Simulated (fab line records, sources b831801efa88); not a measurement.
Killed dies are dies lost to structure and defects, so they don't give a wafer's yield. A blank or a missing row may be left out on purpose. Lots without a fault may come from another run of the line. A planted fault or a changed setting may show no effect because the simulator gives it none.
Problem report in the 8D (eight disciplines) form, filled by code | flow gf180mcu | the parts of the form that need people (team, actions taken, sign-off) are left out

1. THE PROBLEM
dose_ions_cm2 at GF_HV_LDD_IMPLANT_34 reads a mean of 8.4e+12 on 6 wafers of 2 lots; wafers without a fault read 7.5e+12 with a standard deviation of 9.2e+09. That is +99 or more standard deviations from the usual mean.
First seen on wafer L217.3, day 15 18:58, on implanter-04. The record holds 18 wafers of 6 lots with a number at this step. Rule for "out", or "out of limits": more than 4 standard deviations from the usual mean. The other wafers with a number count as sound.

2. WHAT IT IS AND WHAT IT IS NOT
question                    | is                                | is not
which readings at this step | dose_ions_cm2, faraday_current_uA | -
which lots                  | L217, L219                        | L211, L212, L223, L227
which wafers of those lots  | all that have a number            | -
read on which tools         | implanter-04                      | implanter-01
when                        | from day 15 18:58                 | up to then (6 sound wafers); but 6 sound wafers of L223, L227 came after

3. SUSPECTS, AND WHAT RULES EACH OUT
Counting: a tool at a process step up to the reading stays a suspect if it ran every lot that is out and no sound lot after the first of them.
- implanter-04 at GF_HV_LDD_IMPLANT_34: kept. It ran every lot that is out, first L217 (day 15 18:58), and no sound lot after that; its last sound lot up to then is L212 (day 14 04:27). Its own readings are out on those wafers: dose_ions_cm2, faraday_current_uA.
Left after counting: implanter-04 at GF_HV_LDD_IMPLANT_34.

4. THE CAUSE (what the simulator had put in)
Process parameter drift: implanter-04, from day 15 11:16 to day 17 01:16, at GF_HV_LDD_IMPLANT_34. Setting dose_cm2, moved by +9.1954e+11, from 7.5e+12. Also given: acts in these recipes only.
Counting left only this tool.

5. THE CHAIN OF EFFECTS, in route order
Each row: a reading whose mean over the struck wafers that have a number lies more than 3 standard deviations from the usual. Only readings for which the record gives a usual standard deviation are gone through. hours: the time from each lot's start at the first step in this table that gives one to its start at this step, as a median over the lots. sigmas: the change in usual standard deviations.
hours | step                 | reading            | usual        | on struck wafers | change   | sigmas
0     | GF_HV_LDD_IMPLANT_34 | dose_ions_cm2      | 7.5e+12      | 8.4e+12          | +9.1e+11 | +99 or more
0     | GF_HV_LDD_IMPLANT_34 | faraday_current_uA | 42.4         | 47.6             | +5.2     | +7.0
24    | GF_HV_LDD_RS_MEAS_53 | HV_LDD_RS          | 418.6 ohm/sq | 415.6            | -3.0     | -3.0
The process steps in it:
- GF_HV_LDD_IMPLANT_34
Later measuring or inspecting steps at which every struck wafer that the step has a row for has a number for every such reading, and none has moved that far: GF_HV_LDD_TW_MEAS_38, GF_HV_LDD_CD_MEAS_46, GF_HV_LDD_OVL_MEAS_47, GF_HV_LDD_TW_MEAS_50.

6. WHAT WOULD HAVE CAUGHT IT SOONER
In this record the first reading out of limits was taken at day 15 18:58, 8 hours after the fault began at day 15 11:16.
